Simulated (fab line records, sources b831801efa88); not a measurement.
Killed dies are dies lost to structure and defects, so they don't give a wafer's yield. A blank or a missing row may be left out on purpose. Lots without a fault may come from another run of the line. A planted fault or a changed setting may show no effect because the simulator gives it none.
Which tool did it? | flow gf180mcu | 11 lots, 33 wafers sampled, at 6 steps of a route of 602

WHAT THE GAUGES READ, wafer by wafer
GF_CONTACT_THK_MEAS_01.
lot  | measured     | on            | CONTACT_CVD_00_THK (nm)
L156 | day 16 11:38 | film_metro-01 | 306 302 307
L158 | day 17 03:50 | film_metro-04 | 300 298 298
L159 | day 17 15:46 | film_metro-03 | 305 300 303
L161 | day 17 21:41 | film_metro-04 | 299 301 299
L160 | day 17 22:55 | film_metro-04 | 304 296 299
L170 | day 21 04:22 | film_metro-03 | 296 296 298
L171 | day 21 11:12 | film_metro-01 | 300 298 297
L172 | day 22 00:02 | film_metro-03 | 298 305 299
L173 | day 22 02:54 | film_metro-01 | 294 295 299
L174 | day 22 11:26 | film_metro-01 | 299 298 302
L176 | day 23 00:19 | film_metro-03 | 297 298 301

GF_CONTACT_BOW_MEAS_05.
lot  | measured     | on            | CONTACT_BOW (um)
L156 | day 16 12:07 | film_metro-03 | 72 63 67
L158 | day 17 04:19 | film_metro-01 | 70 76 63
L159 | day 17 16:19 | film_metro-03 | 66 71 66
L161 | day 17 22:13 | film_metro-04 | 66 70 64
L160 | day 17 23:24 | film_metro-01 | 72 61 64
L170 | day 21 04:54 | film_metro-03 | 80 76 61
L171 | day 21 11:41 | film_metro-04 | 67 70 59
L172 | day 22 00:34 | film_metro-03 | 74 67 58
L173 | day 22 03:23 | film_metro-03 | 61 63 65
L174 | day 22 11:56 | film_metro-04 | 61 74 67
L176 | day 23 00:49 | film_metro-03 | 54 73 66

GF_CONTACT_RS_MEAS_25: measures by four-point-probe.
lot  | measured     | on            | CONTACT_W_RS (ohm/sq)
L156 | day 17 12:21 | film_metro-01 | 0.388 0.378 0.384
L158 | day 18 04:50 | film_metro-04 | 0.382 0.379 0.379
L159 | day 18 16:56 | film_metro-01 | 0.378 0.386 0.379
L161 | day 18 22:56 | film_metro-03 | 0.383 0.387 0.382
L160 | day 19 00:05 | film_metro-03 | 0.385 0.378 0.381
L170 | day 22 05:54 | film_metro-04 | 0.251 0.251 0.250
L171 | day 22 11:45 | film_metro-01 | 0.250 0.251 0.250
L172 | day 23 00:24 | film_metro-04 | 0.382 0.374 0.388
L173 | day 23 03:41 | film_metro-01 | 0.376 0.379 0.381
L174 | day 23 11:02 | film_metro-04 | 0.387 0.384 0.377
L176 | day 24 00:16 | film_metro-01 | 0.387 0.386 0.375

GF_CONTACT_THK_MEAS_26: measures by xrf.
lot  | measured     | on            | CONTACT_W_THK (nm)
L156 | day 17 12:28 | film_metro-01 | 298 303 299
L158 | day 18 04:58 | film_metro-04 | 303 305 306
L159 | day 18 17:04 | film_metro-01 | 307 298 305
L161 | day 18 23:02 | film_metro-03 | 305 301 308
L160 | day 19 00:13 | film_metro-03 | 306 312 311
L170 | day 22 06:01 | film_metro-04 | 456 457 460
L171 | day 22 11:52 | film_metro-01 | 460 460 459
L172 | day 23 00:29 | film_metro-04 | 305 311 301
L173 | day 23 03:49 | film_metro-01 | 310 306 303
L174 | day 23 11:10 | film_metro-04 | 302 304 309
L176 | day 24 00:22 | film_metro-01 | 300 303 310

WHICH TOOL RAN EACH LOT (tool, then ch and the chambers of the sampled wafers, then the start)
lot  | GF_SAB_STRIP_13                      | GF_CONTACT_CVD_24
L156 | plasma_asher-01 ch 0,1, day 16 10:51 | cvd_w-01 ch 0,1, day 17 12:15
L158 | plasma_asher-02 ch 0,1, day 17 03:03 | cvd_w-01 ch 0, day 18 04:44
L159 | plasma_asher-01 ch 1, day 17 14:59   | cvd_w-01 ch 0,1, day 18 16:50
L161 | plasma_asher-03 ch 0,1, day 17 20:56 | cvd_w-01 ch 0,1, day 18 22:50
L160 | plasma_asher-01 ch 0,1, day 17 22:09 | cvd_w-01 ch 0,1, day 18 23:59
L170 | plasma_asher-01 ch 0,1, day 21 03:36 | cvd_w-01 ch 1, day 22 05:48
L171 | plasma_asher-01 ch 1, day 21 10:18   | cvd_w-01 ch 0,1, day 22 11:39
L172 | plasma_asher-02 ch 0,1, day 21 23:16 | cvd_w-02 ch 0,1, day 23 00:16
L173 | plasma_asher-02 ch 0,1, day 22 02:08 | cvd_w-02 ch 0,1, day 23 03:35
L174 | plasma_asher-02 ch 0,1, day 22 10:41 | cvd_w-02 ch 0,1, day 23 10:56
L176 | plasma_asher-02 ch 0,1, day 22 23:32 | cvd_w-02 ch 0,1, day 24 00:08
- GF_SAB_STRIP_13: strips in O2/N2.
- GF_CONTACT_CVD_24: deposits W, target thk 300 nm, time 90.339 s.

WHAT THE TOOLS THEMSELVES READ (means of the sampled wafers that have a number; where no wafer has one, the mark that the record gives instead)
GF_SAB_STRIP_13.
lot  | tool            | drypump_motor_current_A (A) | heater_power_w (W) | oes_product_au (a.u.) | strip_time_to_endpoint_s (s)
L156 | plasma_asher-01 | 6.3                         | 340                | 0.711                 | 12.57
L158 | plasma_asher-02 | 5.7                         | 358                | 0.709                 | 12.61
L159 | plasma_asher-01 | 6.2                         | 318                | 0.707                 | 12.59
L161 | plasma_asher-03 | 6.6                         | 333                | 0.711                 | 12.54
L160 | plasma_asher-01 | 6.3                         | 344                | 0.709                 | 12.58
L170 | plasma_asher-01 | 6.3                         | 333                | 0.708                 | 12.58
L171 | plasma_asher-01 | 6.2                         | 320                | 0.712                 | 12.60
L172 | plasma_asher-02 | 5.6                         | 355                | 0.710                 | 12.62
L173 | plasma_asher-02 | 5.7                         | 356                | 0.709                 | 12.53
L174 | plasma_asher-02 | 5.7                         | 353                | 0.710                 | 12.64
L176 | plasma_asher-02 | 5.7                         | 364                | 0.709                 | 12.57

GF_CONTACT_CVD_24.
lot  | tool     | heater_power_w (W) | susceptor_temp_C (C)
L156 | cvd_w-01 | 885                | 399.77
L158 | cvd_w-01 | 969                | 399.86
L159 | cvd_w-01 | 936                | 399.96
L161 | cvd_w-01 | 897                | 400.11
L160 | cvd_w-01 | 899                | 399.92
L170 | cvd_w-01 | 996                | 423.98
L171 | cvd_w-01 | 1028               | 424.07
L172 | cvd_w-02 | 750                | 400.21
L173 | cvd_w-02 | 754                | 399.79
L174 | cvd_w-02 | 737                | 399.88
L176 | cvd_w-02 | 750                | 400.03

THE ANSWER, worked out from the rows above alone
Rule: what is usual is taken from the lots themselves. Put in order of their means at a reading, lots are off if they are a third of the lots or fewer, leave a main group of 4 or more, and stand apart from it by a gap of 3 or more times the standard deviation of the main group's means; of several such gaps the widest counts. A main group whose means are all the same, to the digits that the tables above print for the reading, isn't used. A lot without any number at a reading at which 4 lots or more have one is off too. The other lots that the step has rows for count as sound. The gauges are gone through in route order, then the tools' own readings, and for those a lot's mean is taken as printed above. The first step at which some lot is off is used, and at that step the reading that is off furthest; a lot without a number counts as furthest.
Off: L170, L171, at GF_CONTACT_RS_MEAS_25 (CONTACT_W_RS). The main group: mean 0.382 ohm/sq, standard deviation 0.0016.
A tool fits if, at a process step before that reading, it ran every lot that is off, and no sound lot after the first of them. The gauges at GF_CONTACT_RS_MEAS_25 aren't tried: what is off there is off at GF_CONTACT_CVD_24 too, on other tools, and a gauge's error can't cause that. Can't be told from this: 2 tools fit, plasma_asher-01 at GF_SAB_STRIP_13, cvd_w-01 at GF_CONTACT_CVD_24.

WHAT THE SIMULATOR HAD PUT IN
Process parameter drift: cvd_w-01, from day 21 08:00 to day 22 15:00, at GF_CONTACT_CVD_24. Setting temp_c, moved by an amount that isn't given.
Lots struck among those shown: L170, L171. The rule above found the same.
